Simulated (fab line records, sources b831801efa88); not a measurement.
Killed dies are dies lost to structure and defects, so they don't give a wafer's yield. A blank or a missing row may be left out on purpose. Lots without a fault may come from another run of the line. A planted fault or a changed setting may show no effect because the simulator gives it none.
Which tool did it? | flow sky130 | 14 lots, 42 wafers sampled, at 4 steps of a route of 708

WHAT THE GAUGES READ, wafer by wafer
SKY_SD_P_CD_MEAS_07: target cd 380 nm. Usual: cd_nm 380 nm, standard deviation 3.1.
lot  | measured     | on        | cd_nm (nm)  | flag
L283 | day 25 17:03 | cd_sem-02 | 379 378 378 |
L284 | day 26 05:12 | cd_sem-02 | 384 381 386 |
L293 | day 29 16:44 | cd_sem-01 | 382 383 383 |
L294 | day 30 08:45 | cd_sem-02 | 378 379 380 |
L295 | day 30 12:15 | cd_sem-02 | 382 383 382 |
L296 | day 30 18:41 | cd_sem-02 | 381 380 381 |
L297 | day 31 03:32 | cd_sem-02 | 384 383 382 |
L298 | day 31 09:56 | cd_sem-01 | 381 380 384 |
L299 | day 31 19:34 | cd_sem-02 | 380 383 381 |
L300 | day 32 01:19 | cd_sem-02 | 379 380 381 |
L302 | day 32 13:38 | cd_sem-02 | 383 383 383 |
L303 | day 32 21:35 | cd_sem-01 | 376 374 374 |
L304 | day 33 00:37 | cd_sem-02 | 378 376 379 |
L306 | day 33 23:47 | cd_sem-02 | 386 385 384 |

SKY_LI_CONTACT_RS_MEAS_22: measures by four-point-probe. Usual: LI_CONTACT_W_RS 0.286 ohm/sq, standard deviation 0.0035.
lot  | measured     | on            | LI_CONTACT_W_RS (ohm/sq) | flag
L283 | day 29 10:40 | film_metro-04 | 0.286 0.292 0.287        |
L284 | day 29 20:35 | film_metro-02 | 0.284 0.286 0.287        |
L293 | day 33 07:02 | film_metro-02 | 0.284 0.283 0.282        |
L294 | day 33 19:10 | film_metro-02 | 0.281 0.280 0.286        |
L295 | day 33 22:41 | film_metro-02 | 0.285 0.285 0.285        |
L296 | day 34 04:09 | film_metro-01 | 0.284 0.290 0.291        |
L297 | day 34 12:34 | film_metro-04 | 0.286 0.282 0.286        |
L298 | day 34 18:13 | film_metro-02 | 0.287 0.290 0.294        |
L299 | day 35 02:19 | film_metro-04 | 0.288 0.291 0.288        |
L300 | day 35 07:26 | film_metro-02 | 0.293 0.290 0.287        |
L302 | day 35 17:58 | film_metro-01 | 0.282 0.286 0.281        |
L303 | day 36 02:23 | film_metro-01 | 0.284 0.284 0.285        |
L304 | day 36 06:22 | film_metro-02 | 0.285 0.284 0.288        |
L306 | day 37 05:08 | film_metro-01 | 0.288 0.282 0.287        |

SKY_CONTACT_THK_MEAS_26: measures by xrf. Usual: CONTACT_W_THK 346 nm, standard deviation 5.2.
lot  | measured     | on            | CONTACT_W_THK (nm) | flag
L283 | day 31 21:16 | film_metro-01 | 346 335 342        |
L284 | day 32 06:25 | film_metro-03 | 350 347 354        |
L293 | day 35 10:50 | film_metro-03 | 348 346 339        |
L294 | day 35 23:04 | film_metro-01 | 338 342 348        |
L295 | day 36 03:26 | film_metro-02 | 342 348 345        |
L296 | day 36 09:17 | film_metro-01 | 334 334 338        |
L297 | day 36 17:53 | film_metro-01 | 343 342 344        |
L298 | day 36 23:59 | film_metro-01 | 349 343 341        |
L299 | day 37 09:32 | film_metro-03 | 354 350 354        |
L300 | day 37 14:40 | film_metro-02 | 348 352 344        |
L302 | day 38 00:34 | film_metro-03 | 343 354 339        |
L303 | day 38 06:40 | film_metro-01 | 351 342 341        |
L304 | day 38 13:50 | film_metro-03 | 343 346 350        |
L306 | day 39 09:35 | film_metro-03 | 339 343 344        |

WHICH TOOL RAN EACH LOT (tool, then ch and the chambers of the sampled wafers, then the start)
lot  | SKY_FIELD_ISO_WET_ETCH_28
L283 | wet_bench-03 ch 0, day 2 10:31
L284 | wet_bench-04 ch 2, day 2 17:22
L293 | wet_bench-03 ch 1, day 4 14:59
L294 | wet_bench-03 ch 3, day 4 20:52
L295 | wet_bench-04 ch 0, day 5 02:01
L296 | wet_bench-04 ch 1, day 5 10:46
L297 | wet_bench-03 ch 2, day 5 16:42
L298 | wet_bench-04 ch 2, day 5 21:41
L299 | wet_bench-03 ch 2, day 5 23:38
L300 | wet_bench-01 ch 2, day 6 08:07
L302 | wet_bench-03 ch 0, day 6 18:21
L303 | wet_bench-03 ch 1, day 6 22:25
L304 | wet_bench-03 ch 3, day 7 01:26
L306 | wet_bench-04 ch 2, day 7 13:55
- SKY_FIELD_ISO_WET_ETCH_28: etches SiO2 in dHF, target depth 23.7 nm, time 47 s.

WHAT THE TOOLS THEMSELVES READ (means of the sampled wafers that have a number; where no wafer has one, the mark that the record gives instead)
SKY_FIELD_ISO_WET_ETCH_28. Usual: bath_heat_duty_pct 5.9 %, standard deviation 1.1; run_length_s 77 s, standard deviation 3.4.
lot  | tool         | bath_heat_duty_pct (%) | run_length_s (s) | flag
L283 | wet_bench-03 | 6.6                    | 81               |
L284 | wet_bench-04 | 4.1                    | 74               |
L293 | wet_bench-03 | -                      | -                | OFF
L294 | wet_bench-03 | -                      | -                | OFF
L295 | wet_bench-04 | 6.5                    | 73               |
L296 | wet_bench-04 | 6.3                    | 73               |
L297 | wet_bench-03 | 5.5                    | 81               |
L298 | wet_bench-04 | 4.3                    | 75               |
L299 | wet_bench-03 | 6.1                    | 80               |
L300 | wet_bench-01 | 6.3                    | 74               |
L302 | wet_bench-03 | 7.0                    | 80               |
L303 | wet_bench-03 | 5.8                    | 73               |
L304 | wet_bench-03 | 6.7                    | 81               |
L306 | wet_bench-04 | 4.5                    | 80               |

THE ANSWER, worked out from the rows above alone
Rule: a lot is off if the mean of its wafers that have a number lies more than 3 standard deviations from the usual mean. A lot without any number at a reading at which 4 lots or more have one is off too. The other lots that the step has rows for count as sound. The gauges are gone through in route order, then the tools' own readings, and for those a lot's mean is taken as printed above. The first step at which some lot is off is used, and at that step the reading that is off furthest; a lot without a number counts as furthest.
Off: L293, L294, at SKY_FIELD_ISO_WET_ETCH_28 (bath_heat_duty_pct). Without a number there: L293, L294.
A tool fits if, at that step or a process step before it, it ran every lot that is off, and no sound lot after the first of them. None of those tried fits.

WHAT THE SIMULATOR HAD PUT IN
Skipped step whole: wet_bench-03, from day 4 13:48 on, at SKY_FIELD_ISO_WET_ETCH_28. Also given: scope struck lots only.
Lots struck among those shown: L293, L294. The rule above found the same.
